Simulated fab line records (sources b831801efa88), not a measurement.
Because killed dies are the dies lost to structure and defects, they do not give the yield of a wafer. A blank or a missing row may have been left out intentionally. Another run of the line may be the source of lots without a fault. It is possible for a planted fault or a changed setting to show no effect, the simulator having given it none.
fab line records ; flow sky130
record: lots: 14; wafers: 42; lastDay: 50
route steps=708 shown CAP2M@617 VIA4@641 METAL5@674
lots that met no fault: from a run of the same line without faults
startH: hours from the record's first day to the start of the lot's first wafer shown ; waitH: hours elapsed since this lot's preceding step ; " same as the row above ; L1.1+2: a row that stands for several wafers ; - value missing, or start not given ; * or withheld: withheld ; < > ~ a bound
route shown NAME@n: NAME is a module with steps in the file, n the number in the route of the first one ; usual: mean and standard deviation over wafers with no fault ; same: alike in all rows ; chamber/n: place in a boat ; sites: each site's reading ; _std_site: how widely they spread, as a standard deviation ; _edge_site: inner sites' mean taken away from outer sites' mean ; radiusMm: for every site, how far away it sits from the centre of the wafer ; mask NAME#n: copy n ; behind: the last tool/chamber to shape the wafer ; hold: reason for holding the lot/hours on hold/outcome of the hold ; device: whichever transistor did not switch (one of n, p or np) ; end of line: the tests these same wafers got at the end of their route ; a step with no rows: only its recipe ; killed: dies lost to structure and defects at the first sort, not the wafer's yield ; map: per-die view of a wafer (x killed, . not killed, _ where there is no die)
set.NAME: the setting that was run; set.NAME@STEP: the one run at that earlier step ; model.NAME: the simulator's own value behind a step, which no gauge read
one table for each step of the route and one row for each wafer, over a sample of lots
services: a tool's chamber out of use, with start hour (startH, from the record's first day; less than 0 if before it), hours out, and reason
== steps ==
step: SKY_CAP2M_STRIP_14
recipe: chemistry: O2/N2; powerW: 1400; pressureMtorr: 1500; platenTempC: withheld; o2FlowSccm: 3000; n2FlowSccm: 300; overashFraction: 0.5
usual: drypumpMotorCurrentA: 5.5/0.47; o2FlowSccm: 3001/8.6; oesProductAu: 0.710/0.0047; stripTimeToEndpointS: 12.70/0.043
same: overashFraction: 0.5
lot.wafer;tool;chamber;startH;waitH;drypumpMotorCurrentA;o2FlowSccm;oesProductAu;rfHoursCounterH;stripTimeToEndpointS
L682.3;plasmaAsher-01;1;974.62;0.1;6.5;3013;0.715;-;12.69
L682.4;plasmaAsher-01;0;974.62;0.1;5.3;2988;0.699;-;12.78
L682.5;plasmaAsher-01;0;974.62;0.1;5.3;2992;0.722;-;12.64
L683.1;plasmaAsher-04;1;979.43;0.1;5.6;2989;0.709;113;12.69
L683.2;plasmaAsher-04;0;979.43;0.1;5.0;2999;0.706;113;12.77
L683.4;plasmaAsher-04;1;979.43;0.1;5.7;2994;0.701;-;12.66
L685.1;plasmaAsher-03;1;989.37;0.1;5.1;3009;0.709;56;12.68
L685.2;plasmaAsher-03;0;989.37;0.1;5.6;2996;0.706;56;12.62
L685.4;plasmaAsher-03;0;989.37;0.1;5.6;3011;0.708;-;12.61
L688.2;plasmaAsher-04;0;1010.17;0.1;5.0;2992;0.711;117;12.69
L688.5;plasmaAsher-04;1;1010.17;0.1;5.6;3002;0.706;-;12.69
L688.6;plasmaAsher-04;0;1010.17;0.1;5.0;2989;0.710;-;12.74
L690.1;plasmaAsher-04;1;1023.03;0.1;5.7;3006;0.717;117;12.77
L690.4;plasmaAsher-04;0;1023.03;0.1;5.0;3008;0.708;-;12.78
L690.5;plasmaAsher-04;1;1023.03;0.1;5.7;2988;0.707;-;12.72
L691.1;plasmaAsher-04;0;1031.78;0.1;5.0;3001;0.709;118;12.70
L691.4;plasmaAsher-04;0;1031.78;0.1;5.0;2993;0.702;-;12.66
L691.6;plasmaAsher-04;1;1031.78;0.1;5.6;3011;0.710;-;12.72
L694.2;plasmaAsher-03;1;1048.66;0.1;5.1;3008;0.710;62;12.62
L694.4;plasmaAsher-03;0;1048.66;0.1;5.6;2995;0.711;-;12.65
L694.5;plasmaAsher-03;1;1048.66;0.1;5.1;3001;0.706;-;12.65
L695.1;plasmaAsher-01;0;1056.58;0.1;5.3;3004;0.714;91;12.62
L695.3;plasmaAsher-01;1;1056.58;0.1;6.5;3004;0.712;-;12.68
L695.4;plasmaAsher-01;0;1056.58;0.1;5.3;3008;0.716;-;12.69
L696.2;plasmaAsher-04;0;1064.74;0.1;5.1;2994;0.707;0;12.65
L696.3;plasmaAsher-04;1;1064.74;0.1;5.6;2998;0.713;-;12.62
L696.4;plasmaAsher-04;0;1064.74;0.1;5.1;2987;0.707;-;12.55
L699.1;plasmaAsher-01;0;1078.89;0.1;5.3;3000;0.711;93;12.67
L699.2;plasmaAsher-01;1;1078.89;0.1;6.5;2992;0.698;93;12.74
L699.4;plasmaAsher-01;0;1078.89;0.1;5.3;3006;0.700;-;12.68
L701.1;plasmaAsher-03;1;1086.28;0.1;5.1;2999;0.707;66;12.71
L701.2;plasmaAsher-03;0;1086.28;0.1;5.6;3015;0.713;66;12.71
L701.6;plasmaAsher-03;1;1086.28;0.1;5.1;3004;0.713;-;12.71
L702.1;plasmaAsher-01;0;1091.69;0.1;5.3;2997;0.711;94;12.72
L702.2;plasmaAsher-01;1;1091.69;0.1;6.5;3022;0.723;94;12.70
L702.3;plasmaAsher-01;1;1091.69;0.1;6.5;3002;0.715;-;12.72
L703.3;plasmaAsher-01;1;1096.12;0.1;6.5;2996;0.704;-;12.65
L703.4;plasmaAsher-01;0;1096.12;0.1;5.3;3005;0.703;-;12.67
L703.5;plasmaAsher-01;0;1096.12;0.1;5.3;3011;0.710;-;12.68
L704.3;plasmaAsher-01;0;1103.92;0.1;5.3;3009;0.709;-;12.72
L704.4;plasmaAsher-01;1;1103.92;0.1;6.5;3019;0.704;-;12.70
L704.5;plasmaAsher-01;1;1103.92;0.1;6.5;3021;0.708;-;12.67
step: SKY_VIA4_CMP_02
recipe: material: SiO2; downForcePsi: 4; platenRpm: 60; padVelocityMS: 0.94248
usual: motorCurrentA: 12.0/0.97
lot.wafer;tool;chamber;startH;waitH;motorCurrentA
L682.3;cmp-02;1;999.63;0.0;12.4
L682.4;cmp-02;0;999.63;0.0;10.1
L682.5;cmp-02;1;999.63;0.0;13.2
L683.4;cmp-01;0;1004.36;0.0;12.7
L683.2;cmp-01;1;1004.36;0.0;12.6
L683.1;cmp-01;3;1004.36;0.0;11.9
L685.4;cmp-02;2;1014.28;0.0;11.6
L685.1;cmp-02;3;1014.28;0.0;11.7
L685.2;cmp-02;1;1014.28;0.0;13.1
L688.2;cmp-02;3;1034.91;0.1;11.9
L688.6;cmp-02;2;1034.91;0.1;11.5
L688.5;cmp-02;3;1034.91;0.1;12.0
L690.4;cmp-02;3;1047.37;0.0;12.1
L690.1;cmp-02;0;1047.37;0.0;10.3
L690.5;cmp-02;3;1047.37;0.0;11.8
L691.4;cmp-01;2;1056.15;0.2;12.4
L691.1;cmp-01;0;1056.15;0.2;12.8
L691.6;cmp-01;2;1056.15;0.2;12.9
L694.2;cmp-01;0;1072.34;0.1;12.9
L694.4;cmp-01;1;1072.34;0.1;12.2
L694.5;cmp-01;3;1072.34;0.1;12.2
L695.1;cmp-01;0;1080.22;0.1;13.5
L695.4;cmp-01;1;1080.22;0.1;12.6
L695.3;cmp-01;3;1080.22;0.1;13.3
L696.3;cmp-01;3;1087.35;0.5;12.6
L696.4;cmp-01;0;1087.35;0.5;13.3
L696.2;cmp-01;2;1087.35;0.5;13.2
L699.2;cmp-01;3;1102.13;0.1;12.6
L699.1;cmp-01;0;1102.13;0.1;12.4
L699.4;cmp-01;1;1102.13;0.1;12.5
L701.1;cmp-02;1;1108.91;0.1;12.6
L701.2;cmp-02;3;1108.91;0.1;12.1
L701.6;cmp-02;0;1108.91;0.1;9.8
L702.3;cmp-02;0;1114.49;0.0;10.0
L702.2;cmp-02;1;1114.49;0.0;12.0
L702.1;cmp-02;3;1114.49;0.0;12.2
L703.4;cmp-02;0;1118.05;0.1;10.9
L703.3;cmp-02;1;1118.05;0.1;12.4
L703.5;cmp-02;0;1118.05;0.1;10.1
L704.4;cmp-02;1;1126.02;0.1;12.3
L704.3;cmp-02;2;1126.02;0.1;11.4
L704.5;cmp-02;1;1126.02;0.1;12.5
step: SKY_METAL5_DEVELOP_13
recipe: resist: NOVOLAK; developer: TMAH; developTimeS: 60; devTempC: 23
usual: chillPlateTempC: 23.01/0.11; developTimeS: 60/0
lot.wafer;tool;chamber;startH;waitH;chillPlateTempC;developTimeS
L682.3;lithoTrack-03;0;1046.91;0.1;23.08;60
L682.4;lithoTrack-03;0;1046.91;0.1;23.26;60
L682.5;lithoTrack-03;0;1046.91;0.1;23.19;60
L683.1;lithoTrack-01;0;1050.72;0.1;22.93;60
L683.2;lithoTrack-01;0;1050.72;0.1;23.00;60
L683.4;lithoTrack-01;0;1050.72;0.1;23.04;60
L685.1;lithoTrack-01;0;1060.72;0.1;23.08;60
L685.2;lithoTrack-01;0;1060.72;0.1;23.06;60
L685.4;lithoTrack-01;0;1060.72;0.1;23.06;60
L688.2;lithoTrack-04;0;1080.09;0.1;22.97;60
L688.5;lithoTrack-04;0;1080.09;0.1;23.11;60
L688.6;lithoTrack-04;0;1080.09;0.1;23.15;60
L690.1;lithoTrack-01;-;1091.12;0.1;-;-
L690.4;lithoTrack-01;-;1091.12;0.1;-;-
L690.5;lithoTrack-01;-;1091.12;0.1;-;-
L691.1;lithoTrack-03;-;1100.46;0.1;-;-
L691.4;lithoTrack-03;-;1100.46;0.1;-;-
L691.6;lithoTrack-03;-;1100.46;0.1;-;-
L694.2;lithoTrack-03;0;1114.53;0.1;23.06;60
L694.4;lithoTrack-03;0;1114.53;0.1;23.05;60
L694.5;lithoTrack-03;0;1114.53;0.1;22.92;60
L695.1;lithoTrack-04;0;1122.77;0.1;22.64;60
L695.3;lithoTrack-04;0;1122.77;0.1;22.84;60
L695.4;lithoTrack-04;0;1122.77;0.1;22.86;60
L696.2;lithoTrack-03;0;1129.43;0.1;23.00;60
L696.3;lithoTrack-03;0;1129.43;0.1;22.98;60
L696.4;lithoTrack-03;0;1129.43;0.1;23.05;60
L699.1;lithoTrack-01;0;1143.42;0.1;22.76;60
L699.2;lithoTrack-01;0;1143.42;0.1;23.08;60
L699.4;lithoTrack-01;0;1143.42;0.1;23.12;60
L701.1;lithoTrack-04;0;1149.12;0.1;22.98;60
L701.2;lithoTrack-04;0;1149.12;0.1;22.98;60
L701.6;lithoTrack-04;0;1149.12;0.1;22.85;60
L702.1;lithoTrack-03;0;1153.56;0.1;22.84;60
L702.2;lithoTrack-03;0;1153.56;0.1;23.04;60
L702.3;lithoTrack-03;0;1153.56;0.1;22.88;60
L703.3;lithoTrack-03;0;1156.81;0.1;22.91;60
L703.4;lithoTrack-03;0;1156.81;0.1;22.91;60
L703.5;lithoTrack-03;0;1156.81;0.1;22.91;60
L704.3;lithoTrack-03;0;1164.16;0.1;23.15;60
L704.4;lithoTrack-03;0;1164.16;0.1;23.17;60
L704.5;lithoTrack-03;0;1164.16;0.1;23.16;60
step: SKY_METAL5_METAL_ETCH_15
recipe: targetDepthA: 12600; stopOn: SiO2; overEtchFrac: 0.2; timeS: 252; chemistry: Cl2/BCl3; resistSidewallDeg: 86; pressureMtorr: 10; icpW: 900; biasW: 48.5; Cl2_flow_sccm: 60; bcl3FlowSccm: 30
usual: drypumpMotorCurrentA: 5.5/0.41; oesProductAu: 0.894/0.0046; rfFwdPowerW: 898/3.2; throttleValvePct: 22.264/0.0096
lot.wafer;tool;chamber;startH;waitH;drypumpMotorCurrentA;oesProductAu;rfFwdPowerW;rfHoursCounterH;throttleValvePct
L682.3;rieMetal-03;0;1047.12;0.1;5.2;0.887;904;-;22.255
L682.4;rieMetal-03;1;1047.12;0.1;6.0;0.901;899;-;22.283
L682.5;rieMetal-03;1;1047.12;0.1;6.0;0.897;902;-;22.262
L683.1;rieMetal-03;0;1050.91;0.0;5.2;0.901;898;20;22.249
L683.2;rieMetal-03;1;1050.91;0.0;6.0;0.895;899;7;22.268
L683.4;rieMetal-03;0;1050.91;0.0;5.2;0.900;899;-;22.254
L685.1;rieMetal-03;1;1060.92;0.0;6.0;0.894;900;8;22.264
L685.2;rieMetal-03;0;1060.92;0.0;5.2;0.902;897;21;22.270
L685.4;rieMetal-03;0;1060.92;0.0;5.2;0.899;896;-;22.274
L688.2;rieMetal-01;1;1080.25;0.0;5.2;0.894;899;23;22.269
L688.5;rieMetal-01;1;1080.25;0.0;5.2;0.890;895;-;22.256
L688.6;rieMetal-01;0;1080.25;0.0;5.4;0.900;898;-;22.257
L690.1;rieMetal-03;0;1091.31;0.0;5.2;0.894;898;23;22.263
L690.4;rieMetal-03;1;1091.31;0.0;6.0;0.906;901;-;22.246
L690.5;rieMetal-03;1;1091.31;0.0;6.0;0.888;902;-;22.265
L691.1;rieMetal-03;0;1100.64;0.0;5.2;0.887;899;24;22.257
L691.4;rieMetal-03;1;1100.64;0.0;6.0;0.897;900;-;22.273
L691.6;rieMetal-03;0;1100.64;0.0;5.2;0.900;898;-;22.267
L694.2;rieMetal-01;0;1114.69;0.0;5.4;0.895;895;20;22.264
L694.4;rieMetal-01;1;1114.69;0.0;5.2;0.901;902;-;22.267
L694.5;rieMetal-01;1;1114.69;0.0;5.2;0.893;902;-;22.286
L695.1;rieMetal-03;1;1122.95;0.0;6.0;0.891;894;13;22.255
L695.3;rieMetal-03;0;1122.95;0.0;5.1;0.893;901;-;22.267
L695.4;rieMetal-03;1;1122.95;0.0;6.0;0.897;895;-;22.257
L696.2;rieMetal-03;1;1129.59;0.0;6.0;0.889;897;13;22.246
L696.3;rieMetal-03;1;1129.59;0.0;6.0;0.899;902;-;22.253
L696.4;rieMetal-03;0;1129.59;0.0;5.1;0.888;899;-;22.276
L699.1;rieMetal-03;0;1143.61;0.0;5.2;0.897;896;28;22.280
L699.2;rieMetal-03;1;1143.61;0.0;6.0;0.890;896;15;22.243
L699.4;rieMetal-03;0;1143.61;0.0;5.1;0.895;898;-;22.255
L701.1;rieMetal-02;1;1149.30;0.0;5.3;0.896;895;19;22.265
L701.2;rieMetal-02;0;1149.30;0.0;6.3;0.894;893;5;22.266
L701.6;rieMetal-02;1;1149.30;0.0;5.3;0.887;898;-;22.263
L702.1;rieMetal-03;0;1153.74;0.0;5.2;0.892;899;29;22.273
L702.2;rieMetal-03;1;1153.74;0.0;6.0;0.896;897;15;22.272
L702.3;rieMetal-03;1;1153.74;0.0;6.0;0.898;894;-;22.248
L703.3;rieMetal-03;1;1157.02;0.1;6.0;0.893;896;-;22.270
L703.4;rieMetal-03;0;1157.02;0.1;5.2;0.892;903;-;22.258
L703.5;rieMetal-03;0;1157.02;0.1;5.1;0.900;899;-;22.272
L704.3;rieMetal-01;1;1164.37;0.1;5.2;0.905;895;-;22.267
L704.4;rieMetal-01;0;1164.37;0.1;5.4;0.893;898;-;22.284
L704.5;rieMetal-01;0;1164.37;0.1;5.4;0.891;899;-;22.267
== services ==
tool;chamber;startH;hours;kind
cmp-01;-;955.42;5.7;pm
cmp-02;-;966.38;3.9;repair
rieMetal-03;0;982.63;2.7;repair
rieMetal-03;1;984.74;4.0;repair
cmp-02;-;985.58;12.6;repair
plasmaAsher-04;-;1015.52;3.1;repair
rieMetal-01;0;1033.46;1.9;repair
rieMetal-01;0;1042.65;16.9;repair
rieMetal-01;1;1048.55;8.3;repair
plasmaAsher-04;-;1055.25;9.0;pm
cmp-02;-;1057.40;0.6;repair
rieMetal-03;-;1067.22;0.6;repair
rieMetal-01;-;1068.86;2.8;pm
plasmaAsher-03;-;1078.52;2.8;pm
cmp-02;-;1084.25;4.0;pm
plasmaAsher-01;-;1087.22;3.9;repair
cmp-02;-;1088.25;-;consumableReplace:conditioner
plasmaAsher-04;-;1091.35;8.5;repair
cmp-02;-;1122.65;0.8;repair
plasmaAsher-04;-;1123.58;1.5;repair
cmp-02;-;1124.17;0.3;repair
cmp-01;-;1129.29;0.6;repair
plasmaAsher-03;-;1132.69;0.4;repair
plasmaAsher-01;-;1134.29;0.3;repair
== key ==
firstSign: step: SKY_METAL5_DEVELOP_13; reading: toolRecord; direction: missing
effect none on later readings
metAt SKY_METAL5_DEVELOP_13
struckLots L690,L691
laterRowsLeftOut L690.1,L690.4,L690.5,L691.1,L691.4,L691.6
sortLeftOut L690.1,L690.4,L690.5,L691.1,L691.4,L691.6
notActingAt SKY_CAP2M_STRIP_14,SKY_VIA4_CMP_02,SKY_METAL5_METAL_ETCH_15
onsetBetween 1060.72 1091.12
fault: kind: skippedStepWhole; tool: lithoTrack-01,lithoTrack-03; chamber: -; onsetH: 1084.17; steps: SKY_METAL5_DEVELOP_13; scope: struckLotsOnly
sortLeftOut: the simulated sort isn't trusted on such a fault, so these wafers' sort isn't shown, and their yield isn't known
laterRowsLeftOut: the simulator's readings of these wafers behind a module that went badly wrong aren't trusted and aren't shown, but for the sort
